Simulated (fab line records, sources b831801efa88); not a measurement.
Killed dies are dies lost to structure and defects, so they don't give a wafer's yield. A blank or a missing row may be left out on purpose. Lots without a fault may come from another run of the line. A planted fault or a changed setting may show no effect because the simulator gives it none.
Problem report in the 8D (eight disciplines) form, filled by code | flow gf180mcu | the parts of the form that need people (team, actions taken, sign-off) are left out

1. THE PROBLEM
platen_rpm at GF_V2_CMP_26 reads a mean of 66.02 rpm on 6 wafers of 2 lots; wafers without a fault read 60.00 rpm with a standard deviation of 0.034. That is +99 or more standard deviations from the usual mean.
The step: polishes, stops on SiO2, t overpolish 15 s, target thk 0 nm.
First seen on wafer L185.4, day 26 06:17, on cmp-02. The record holds 36 wafers of 12 lots with a number at this step. Rule for "out", or "out of limits": more than 4 standard deviations from the usual mean. The other wafers with a number count as sound.

2. WHAT IT IS AND WHAT IT IS NOT
question                    | is                     | is not
which readings at this step | platen_rpm             | head_pressure_psi, motor_current_A, overpolish_run_s
which lots                  | L185, L188             | L173, L175, L177, L179, L180, L181, L184, L190, L191, L192
which wafers of those lots  | all that have a number | -
read on which tools         | cmp-02                 | cmp-01
when                        | from day 26 06:17      | up to then (21 sound wafers); but 9 sound wafers of L190, L191, L192 came after

3. SUSPECTS, AND WHAT RULES EACH OUT
Counting: a tool at a process step up to the reading stays a suspect if it ran every lot that is out and no sound lot after the first of them.
- cmp-02 at GF_V2_CMP_26 (polishes, stops on SiO2, t overpolish 15 s, target thk 0 nm): kept. It ran every lot that is out, first L185 (day 26 06:17), and no sound lot after that; its last sound lot up to then is L184 (day 25 06:02). Its own readings are out on those wafers: platen_rpm.
Left after counting: cmp-02 at GF_V2_CMP_26.

4. THE CAUSE (what the simulator had put in)
Process parameter drift: cmp-02, from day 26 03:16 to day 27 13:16, at GF_V2_CMP_26. Setting platen_rpm, moved by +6, from 60. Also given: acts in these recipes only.
Counting left only this tool.

5. THE CHAIN OF EFFECTS, in route order
Each row: a reading whose mean over the struck wafers that have a number lies more than 3 standard deviations from the usual. Only readings for which the record gives a usual standard deviation are gone through. hours: the time from each lot's start at the first step in this table that gives one to its start at this step, as a median over the lots. sigmas: the change in usual standard deviations.
hours | step         | reading            | usual     | on struck wafers | change | sigmas
0     | GF_V2_CMP_26 | platen_rpm         | 60.00 rpm | 66.02            | +6.02  | +99 or more
0     | GF_V2_CMP_26 | time_to_endpoint_s | 84.6 s    | 75.2             | -9.4   | -3.3
The process steps in it:
- GF_V2_CMP_26: polishes, stops on SiO2, t overpolish 15 s, target thk 0 nm.
Later measuring or inspecting steps at which every struck wafer that the step has a row for has a number for every such reading, and none has moved that far: GF_M3_CD_MEAS_14.

6. WHAT WOULD HAVE CAUGHT IT SOONER
In this record the first reading out of limits was taken at day 26 06:17, 3 hours after the fault began at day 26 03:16.
